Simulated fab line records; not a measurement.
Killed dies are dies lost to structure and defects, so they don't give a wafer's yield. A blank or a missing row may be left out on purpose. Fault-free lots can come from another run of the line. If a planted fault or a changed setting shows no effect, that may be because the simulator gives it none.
Comparing a struck lot with a sound one -- flow sky130 -- 21 steps out of a route of 708
Sound: the wafers L312.3, L312.5, L312.6. The struck wafers were L306.1, L306.4, L306.5. The cause comes at the end.
Each step with rows lists, per side, the tool, then ch with its chambers, then its first start. Under that, the readings that differ: sound wafers -- struck wafers -- difference of the means -- sigmas: that difference in standard deviations of wafers without a fault.
alike: readings with means less than 2 such deviations apart, plus words and numbers identical on both sides. not compared: withheld readings, readings lacking a value on some wafer, bounds such as >300 that could conceal the same value, and numbers that have no deviation in the record and whose values overlap.
A row with sigmas, a row that says differs or no value, or rows on one side alone: a step with any of these is where the two part. Non-overlapping numbers with no deviation appear without sigmas and do not part them. A reading missing from all wafers of one side parts the sides only when that side holds two or more wafers.

SKY_POLY_GATE_CD_MEAS_22:
  sound on cdSem-02 at day 21 03:35; struck on cdSem-02 at day 19 01:43
  alike: cdNm
then, 7 steps without rows for these wafers: SKY_LDD_N_DEHYDRATE_00 (time 60 s); SKY_LDD_N_HMDS_01 (prime time 60 s); SKY_LDD_N_COAT_02 (resist thk 300 nm); SKY_LDD_N_SOFTBAKE_03 (time 60 s); SKY_LDD_N_EXPOSE_04 (exposes mask NTM, target cd 840 nm); SKY_LDD_N_PEB_05; SKY_LDD_N_DEVELOP_06 (develop time 60 s).
SKY_LDD_N_OVL_MEAS_07:
  sound on overlay-01 at day 22 09:48; struck on overlay-02 at day 20 09:17
  alike: LDD_N_OVL
then, 3 steps without rows for these wafers: SKY_LDD_N_IMPLANT_08; SKY_LDD_N_IMPLANT_09; SKY_LDD_N_IMPLANT_10.
SKY_LDD_N_IMPLANT_11:
  sound on implanter-03 ch 0, day 22 10:19; struck on implanter-02 ch 0, day 20 09:46
reading,sound,struck,difference,sigmas
beamOnS (s),10.09 10.18 10.34,33.76 33.94 32.92,+23.34,+99 or more
doseIonsCm2,7.501e+13 7.511e+13 7.508e+13,3.0363e+14 3.037e+14 3.0365e+14,+2.2859e+14,+99 or more
faradayCurrentUA,418 416 406,505 505 519,+96,+12
  alike: beamEnergyKeV
then, 4 steps without rows for these wafers: SKY_LDD_N_IMPLANT_12; SKY_LDD_N_IMPLANT_13; SKY_LDD_N_IMPLANT_14; SKY_LDD_N_IMPLANT_15.
SKY_LDD_N_STRIP_16: strips in O2/N2.
  sound on plasmaAsher-02 ch 0,1, day 22 11:03; struck on plasmaAsher-02 ch 0,1, day 20 10:31
reading,sound,struck,difference,sigmas
stripTimeToEndpointS (s),4.313 4.306 4.316,4.901 4.913 4.918,+0.599,+33
  alike: drypumpMotorCurrentA, o2FlowSccm, oesProductAu
  not compared: rfHoursCounterH
SKY_LDD_N_TW_MEAS_17:
  sound on filmMetro-01 at day 22 11:08; struck on filmMetro-01 at day 20 10:37
reading,sound,struck,difference,sigmas
LDD_N_TW,2600 2598 2587,2835 2827 2836,+238,+14
then, 1 step without rows for these wafers: SKY_LDD_P_DEHYDRATE_00 (time 60 s).
-- record jumps: 27 days separate the struck wafers' starts on either side; left off in module LDD_P, taken up again in module PAD_OPEN, whose first shown step is the route's number 708 --
SKY_PAD_OPEN_PROBE_99:
  sound on prober-02 at day 48 23:32; struck on prober-02 at day 47 09:11
reading,sound,struck,difference,sigmas
model.etest.tipN.rsOhmSq,444.8 443.4 441.6,329 330.7 328.4,-114,
model.etest.nfet_01v8.rOnOhmUm,818.4 816.5 832.2,799 779 793,-32,
model.etest.nfet_01v8_lvt.driveUaUm,578 581.8 573.8,602.3 616.5 605.1,+30.1,
model.etest.nfet_01v8_turned.driveUaUm,510.4 512.5 508.9,529.6 545.5 526.2,+23.2,
model.etest.nfet_01v8.driveUaUm,513.9 511 504.1,526.9 544.4 528.1,+23.5,
model.etest.nfet_01v8_swapped.driveUaUm,510.7 510.4 503.2,517.8 541 525,+19.8,
  alike: killed_at_M0_to_M3, killed_at_M4_up, killedAtContacts, killedAtFrontEnd, killedAtOther, killedDies, killedOpen, killedShort
  not compared: model.etest.sramNfetPass.driveUaUm, model.etest.sramNfetPass.offLog10AUm

## WHERE THEY PART
Last at SKY_LDD_N_TW_MEAS_17 as far as this record goes, first at SKY_LDD_N_IMPLANT_11. Later steps at which nothing parts them and some readings are alike: SKY_PAD_OPEN_PROBE_99.

WHY: the cause the simulator had injected
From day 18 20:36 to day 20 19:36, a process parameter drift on implanter-02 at SKY_LDD_N_IMPLANT_11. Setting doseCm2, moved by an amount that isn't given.
